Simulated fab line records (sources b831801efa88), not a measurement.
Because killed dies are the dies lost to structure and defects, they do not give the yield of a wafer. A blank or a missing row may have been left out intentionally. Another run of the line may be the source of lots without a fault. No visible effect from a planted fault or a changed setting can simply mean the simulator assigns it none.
Which tool is to blame? | flow sky130 | 13 lots with 39 wafers sampled at 4 steps, on a route of 708 steps

== WHAT EACH GAUGE READ, for each wafer ==
SKY_VIA4_OVL_MEAS_11. Usual: VIA4_OVL gives 0.1 nm (standard deviation 1.4).
lot  | measured     | on         | VIA4_OVL (nm)  | flag
L133 | day 42 18:27 | overlay-01 | 0.5 -0.4 0.6   |
L135 | day 43 07:55 | overlay-02 | 0.1 1.0 1.9    |
L136 | day 43 16:42 | overlay-01 | 2.4 1.4 0.2    |
L137 | day 44 00:07 | overlay-01 | -0.3 1.2 1.9   |
L138 | day 44 13:00 | overlay-02 | -0.6 -0.3 -0.2 |
L139 | day 44 14:00 | overlay-01 | 0.3 -0.4 -1.8  |
L149 | day 47 01:51 | overlay-01 | 0.6 1.9 1.2    |
L150 | day 47 10:27 | overlay-02 | 0.0 -1.5 -0.2  |
L151 | day 47 11:20 | overlay-01 | -0.2 -0.1 -0.2 |
L153 | day 47 23:15 | overlay-02 | 0.0 0.2 -1.5   |
L154 | day 48 06:21 | overlay-01 | -2.2 -2.6 -2.7 |
L155 | day 48 12:57 | overlay-01 | 0.8 0.1 1.8    |
L156 | day 48 15:42 | overlay-02 | -0.4 0.2 -0.1  |

== TOOL THAT RAN EACH LOT (tool first, then ch and the chambers of the sampled wafers, then the start) ==
lot  | SKY_RES_PROTECT_CLEAN_09        | SKY_METAL4_SPUTTER_00        | SKY_METAL4_SPUTTER_01
L133 | wet_bench-03 ch 2, day 14 21:29 | pvd_sputter-02, day 39 12:31 | pvd_sputter-02, day 39 12:32
L135 | wet_bench-02 ch 0, day 15 17:54 | pvd_sputter-03, day 40 07:27 | pvd_sputter-03, day 40 07:28
L136 | wet_bench-02 ch 3, day 16 02:02 | pvd_sputter-03, day 40 15:49 | pvd_sputter-03, day 40 15:50
L137 | wet_bench-04 ch 3, day 16 15:15 | pvd_sputter-01, day 41 00:43 | pvd_sputter-01, day 41 00:44
L138 | wet_bench-02 ch 0, day 17 03:42 | pvd_sputter-03, day 41 12:47 | pvd_sputter-03, day 41 12:49
L139 | wet_bench-02 ch 2, day 17 10:03 | pvd_sputter-01, day 41 14:58 | pvd_sputter-01, day 41 14:59
L149 | wet_bench-03 ch 2, day 20 22:08 | pvd_sputter-02, day 44 08:01 | pvd_sputter-02, day 44 08:02
L150 | wet_bench-02 ch 1, day 21 04:29 | pvd_sputter-02, day 44 18:21 | pvd_sputter-02, day 44 18:23
L151 | wet_bench-03 ch 1, day 21 18:15 | pvd_sputter-02, day 44 19:28 | pvd_sputter-02, day 44 19:29
L153 | wet_bench-04 ch 1, day 22 11:12 | pvd_sputter-01, day 45 07:20 | pvd_sputter-01, day 45 07:22
L154 | wet_bench-02 ch 3, day 22 21:56 | pvd_sputter-03, day 45 15:39 | pvd_sputter-03, day 45 15:40
L155 | wet_bench-02 ch 3, day 23 03:24 | pvd_sputter-02, day 45 23:02 | pvd_sputter-02, day 45 23:04
L156 | wet_bench-03 ch 1, day 23 12:50 | pvd_sputter-03, day 46 02:16 | pvd_sputter-03, day 46 02:17
- SKY_RES_PROTECT_CLEAN_09: cleans in SC1/SC2, time 150 s.
- SKY_METAL4_SPUTTER_00: material Ti, target thk 15 nm, time 10 s.
- SKY_METAL4_SPUTTER_01: material TiN, target thk 20 nm, time 16.7 s.

== WHAT THE TOOLS THEMSELVES READ (means of the sampled wafers that have a number; where no wafer has one, the mark that the record gives instead) ==
SKY_METAL4_SPUTTER_00. Usual: throttle_valve_pct at 29.8 %, with a standard deviation of 0.6.
lot  | tool           | throttle_valve_pct (%) | flag
L133 | pvd_sputter-02 | 29.8                   |
L135 | pvd_sputter-03 | 29.4                   |
L136 | pvd_sputter-03 | 29.7                   |
L137 | pvd_sputter-01 | 30.0                   |
L138 | pvd_sputter-03 | 29.4                   |
L139 | pvd_sputter-01 | 30.1                   |
L149 | pvd_sputter-02 | 29.8                   |
L150 | pvd_sputter-02 | 30.0                   |
L151 | pvd_sputter-02 | 30.0                   |
L153 | pvd_sputter-01 | 30.7                   |
L154 | pvd_sputter-03 | 29.6                   |
L155 | pvd_sputter-02 | 30.0                   |
L156 | pvd_sputter-03 | 29.5                   |

SKY_METAL4_SPUTTER_01. Usual: throttle_valve_pct at 29.8 %, with a standard deviation of 0.59.
lot  | tool           | throttle_valve_pct (%) | flag
L133 | pvd_sputter-02 | 29.7                   |
L135 | pvd_sputter-03 | 29.6                   |
L136 | pvd_sputter-03 | 29.7                   |
L137 | pvd_sputter-01 | 30.0                   |
L138 | pvd_sputter-03 | 29.5                   |
L139 | pvd_sputter-01 | 30.2                   |
L149 | pvd_sputter-02 | 29.8                   |
L150 | pvd_sputter-02 | 29.9                   |
L151 | pvd_sputter-02 | 29.9                   |
L153 | pvd_sputter-01 | 30.7                   |
L154 | pvd_sputter-03 | 29.8                   |
L155 | pvd_sputter-02 | 30.0                   |
L156 | pvd_sputter-03 | 29.4                   |

== THE ANSWER, worked out from the rows above alone ==
Rule: a lot counts as off when the mean over its wafers that have a number is more than 3 standard deviations away from the usual mean. Also off: a lot with no number at a reading for which 4 or more lots have one. All remaining lots with rows at the step are treated as sound. Order of review: gauges by route order, followed by the tools' own readings, for which a lot's mean as printed above is used. At the first step where some lot is off, the reading lying furthest off is the one used; lots without a number count as furthest.
No lot is off at any reading shown: from this, nothing can be told.

== WHAT THE SIMULATOR PUT IN ==
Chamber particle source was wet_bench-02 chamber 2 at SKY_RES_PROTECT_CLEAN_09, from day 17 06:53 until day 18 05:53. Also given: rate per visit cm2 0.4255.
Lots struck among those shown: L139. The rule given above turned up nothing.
